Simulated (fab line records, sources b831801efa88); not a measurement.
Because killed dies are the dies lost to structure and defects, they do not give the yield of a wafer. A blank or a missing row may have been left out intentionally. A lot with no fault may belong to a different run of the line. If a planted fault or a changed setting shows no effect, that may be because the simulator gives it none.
A struck lot beside a sound one || flow sky130 || 16 out of 708 route steps
Sound: the wafers L772.1, L772.2, L772.3. Struck: wafers L782.1, L782.3, L782.6. The cause is given at the end.
Per side, at each step with rows, come the tool, then ch with its chambers, and then its first start. Under that, the readings that differ: sound wafers || struck wafers || difference of the means || sigmas: that difference in standard deviations of wafers without a fault.
alike: readings with means less than 2 such deviations apart, plus words and numbers identical on both sides. not compared: withheld readings, readings lacking a value on some wafer, bounds such as >300 that could conceal the same value, and numbers that have no deviation in the record and whose values overlap.
The two part at a step that has a row with sigmas, a row that says differs or no value, or rows on one side only. When numbers do not overlap yet have no deviation, they are printed without sigmas and do not part them. A reading that every wafer of one side lacks parts them only if that side has two wafers or more.

first, 3 steps without rows for these wafers: SKY_FIELD_ISO_EXPOSE_10 (exposes mask FOM, target cd 150 nm); SKY_FIELD_ISO_PEB_11; SKY_FIELD_ISO_DEVELOP_12 (develop time 60 s).
SKY_FIELD_ISO_CD_MEAS_13: target cd 150 nm.
  sound on cd-sem-02 at day 2 17:22; struck on cd-sem-02 at day 4 20:13
{"reading": "cd-nm (nm)", "sound": "149.4 149.6 149.2", "struck": "152.9 153.9 153.0", "difference": "+3.9", "sigmas": "+2"}
SKY_FIELD_ISO_ETCH_14: etches BARC in N2/H2, stops on SiO2, time 45.9 s, target depth 60 nm.
  sound on rie-diel-04 ch 0,1,2, day 2 17:29; struck on rie-diel-04 ch 1,2, day 4 20:20
  alike: drypump-motor-current-A, h2-flow-sccm, oes-product-au, throttle-valve-pct
  not compared: rf-hours-counter-h
SKY_FIELD_ISO_ETCH_15: etches the open film in CHF3/O2, stops on Si, target depth 180 nm, time 72 s.
  sound on rie-diel-04 ch 0,1,2, day 2 17:31; struck on rie-diel-04 ch 1,2, day 4 20:22
  alike: drypump-motor-current-A, oes-product-au, throttle-valve-pct
  not compared: rf-hours-counter-h
SKY_FIELD_ISO_STRIP_16: strips in O2/N2.
  sound on plasma-asher-02 ch 0,1, day 2 17:35; struck on plasma-asher-03 ch 0,1, day 4 20:26
  alike: drypump-motor-current-A, oes-product-au, strip-time-to-endpoint-s
  not compared: rf-hours-counter-h
SKY_FIELD_ISO_ETCH_17: etches Si in HBr/Cl2/O2, target depth 342 nm, time 97.7 s.
  sound on rie-si-01 ch 0,1,2, day 2 17:41; struck on rie-si-02 ch 1,3, day 4 20:32
  alike: drypump-motor-current-A, oes-product-au, throttle-valve-pct
  not compared: rf-hours-counter-h
then, 4 steps without rows for these wafers: SKY_FIELD_ISO_WET_ETCH_18 (etches Si3N4 in H3PO4, target depth 25 nm, time 286 s); SKY_FIELD_ISO_CLEAN_19 (cleans in SC1/SC2, time 150 s); SKY_FIELD_ISO_CLEAN_20 (cleans in dHF, time 20 s); SKY_FIELD_ISO_WET_ETCH_21 (etches SiO2 in dHF, target depth 20 nm, time 400 s).
SKY_FIELD_ISO_OXIDATION_22: stabilise 600 s, purge 300 s, target thk 10 nm.
  sound on furnace-02 ch 0, day 2 18:41; struck on furnace-01 ch 0, day 4 22:49
{"reading": "spike-tc-bottom-C (C)", "sound": "971 970 968", "struck": "914 915 914", "difference": -55, "sigmas": -13}
{"reading": "spike-tc-centre-C (C)", "sound": "950.2 949.3 951.2", "struck": "903.6 904.3 904.7", "difference": -46.0, "sigmas": -42}
{"reading": "spike-tc-lower-C (C)", "sound": "947.9 948.0 951.7", "struck": "903.7 905.1 902.4", "difference": -45.5, "sigmas": -41}
{"reading": "spike-tc-top-C (C)", "sound": "964.0 962.7 963.6", "struck": "915.7 918.0 919.1", "difference": -45.8, "sigmas": -46}
{"reading": "spike-tc-upper-C (C)", "sound": "949.5 950.5 949.5", "struck": "905.0 904.6 905.4", "difference": -44.8, "sigmas": -50}
{"reading": "tube-center-temp-C (C)", "sound": "950.14 950.05 949.94", "struck": "903.39 903.4 903.24", "difference": -46.70, "sigmas": "-99 or more"}
{"reading": "tube_center_temp_C_max", "sound": "953.4 952.5 952.1", "struck": "906.3 905.6 905.8", "difference": -46.8, "sigmas": "-99 or more"}
{"reading": "zone-power-lower-pct (%)", "sound": "23.6 23.6 23.3", "struck": "17.4 17.4 17.3", "difference": -6.1, "sigmas": -3}
{"reading": "zone-power-upper-pct (%)", "sound": "20.0 20.2 19.9", "struck": "16.2 16.9 16.6", "difference": -3.5, "sigmas": -5}
{"reading": "model.SiO2_of_FIELD_ISO_OXIDATION_22.thk-nm (nm)", "sound": "9.775 9.856 9.828", "struck": "5.895 5.909 6.023", "difference": -3.877, "sigmas": ""}
SKY_FIELD_ISO_THK_MEAS_23:
  sound on film-metro-01 at day 2 19:52; struck on film-metro-01 at day 4 23:59
{"reading": "FIELD_ISO_OXIDATION_01_THK (nm)", "sound": "9.80 9.89 9.82", "struck": "5.93 5.93 5.99", "difference": -3.89, "sigmas": -18}
then, 1 step without rows for these wafers: SKY_FIELD_ISO_CVD_24 (deposits SiO2, target thk 595 nm, time 99.2 s).
-- record jumps: 43 days separate the struck wafers' starts on either side; left off in module FIELD_ISO, taken up again in module PAD_OPEN, whose first shown step is the route's number 708 --
SKY_PAD_OPEN_PROBE_99:
  sound on prober-01 at day 45 23:40; struck on prober-01 at day 48 11:34
  alike: killed_at_M0_to_M3, killed_at_M4_up, killed-at-contacts, killed-at-front-end, killed-at-other, killed-dies, killed-open, killed-short
  not compared: model.etest.diode-pdiff-fingers.leak-log10-a-cm2, model.etest.diode-ndiff-fingers.leak-log10-a-cm2, model.etest.sram-nfet-pass.off-log10-a-um

WHERE THEY PART
First at SKY_FIELD_ISO_CD_MEAS_13; last, within this record, at SKY_FIELD_ISO_THK_MEAS_23. Later steps at which nothing parts them and some readings are alike: SKY_PAD_OPEN_PROBE_99.

WHY: what the simulator had put in
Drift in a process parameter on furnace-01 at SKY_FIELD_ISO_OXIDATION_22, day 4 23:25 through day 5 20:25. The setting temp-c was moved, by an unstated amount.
